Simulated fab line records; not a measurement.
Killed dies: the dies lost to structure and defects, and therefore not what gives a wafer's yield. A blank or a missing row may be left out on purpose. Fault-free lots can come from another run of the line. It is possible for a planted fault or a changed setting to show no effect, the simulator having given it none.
Split-lot study	flow sky130	23 wafers read from 5 lots, route of 708 steps

== ABOUT THE SPLIT ==
At SKY_FIELD_ISO_OXIDATION_01 (stabilise 600 s, purge 300 s, target thk 12 nm), the setting ox time s was moved away from the recipe's 1843 s on 15 of the 23 wafers read, by -11.3% to +15.0%. The other wafers ran this setting at the recipe's value.

Between the split and the reading, the file records no step.

== THE READING ==
At SKY_FIELD_ISO_THK_MEAS_02: FIELD_ISO_OXIDATION_00_THK, given in nm. A value of 11.87 nm with a standard deviation of 0.26 nm is what fault-free wafers of this fab line usually give.

wafer	tool, chamber at the split	ox time s as run, s	against the recipe	FIELD_ISO_OXIDATION_00_THK, nm	against lot-mates on the recipe
L075.1	-, -	1634	-11.3%	10.66	no lot-mate on the recipe
L075.2	-, -	1634	-11.3%	10.88	no lot-mate on the recipe
L075.4	-, -	1634	-11.3%	10.76	no lot-mate on the recipe
L075.5	-, -	1634	-11.3%	10.69	no lot-mate on the recipe
L075.6	-, -	1634	-11.3%	10.75	no lot-mate on the recipe
L078.1	furnace-02, 0	1843	recipe	11.43	-
L078.4	furnace-02, 0	1843	recipe	11.46	-
L078.6	furnace-02, 0	1843	recipe	11.37	-
L079.1	-, -	1843	recipe	11.75	-
L079.3	-, -	1843	recipe	11.54	-
L079.4	-, -	1843	recipe	11.64	-
L079.5	-, -	1843	recipe	11.61	-
L079.6	-, -	1843	recipe	11.87	-
L084.1	-, -	2119	+15.0%	13.41	no lot-mate on the recipe
L084.3	-, -	2119	+15.0%	13.24	no lot-mate on the recipe
L084.4	-, -	2119	+15.0%	13.40	no lot-mate on the recipe
L084.5	-, -	2119	+15.0%	13.30	no lot-mate on the recipe
L084.6	-, -	2119	+15.0%	13.22	no lot-mate on the recipe
L085.1	-, -	1724	-6.5%	11.38	no lot-mate on the recipe
L085.2	-, -	1724	-6.5%	11.38	no lot-mate on the recipe
L085.3	-, -	1724	-6.5%	11.31	no lot-mate on the recipe
L085.4	-, -	1724	-6.5%	11.38	no lot-mate on the recipe
L085.6	-, -	1724	-6.5%	11.11	no lot-mate on the recipe

FIT RESULTS
A straight line over all 23 wafers: FIELD_ISO_OXIDATION_00_THK changes by +0.0955 nm for each +1% of ox time s; r = +0.98; the points scatter about the line by 0.2 nm.
Too few moved wafers have a lot-mate on the recipe to fit a line with each lot's own level taken away.

== THE WHOLE CHAIN: every reading that the file lists as answering this split, in the file's order ==
step	what it does	reading	change (the file's fit)	r (the file's)
SKY_FIELD_ISO_OXIDATION_01	stabilise 600 s, purge 300 s, target thk 12 nm	SiO2_of_FIELD_ISO_OXIDATION_01.thk nm (the simulator's own value, which no gauge read)	+0.0948 nm for each +1% of the setting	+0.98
SKY_FIELD_ISO_THK_MEAS_02		FIELD_ISO_OXIDATION_00_THK	+0.0954 for each +1% of the setting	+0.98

== THE FILE'S OWN FIT ==
FIELD_ISO_OXIDATION_00_THK changes by +0.0954 nm for each +1% of ox time s, r = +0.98.
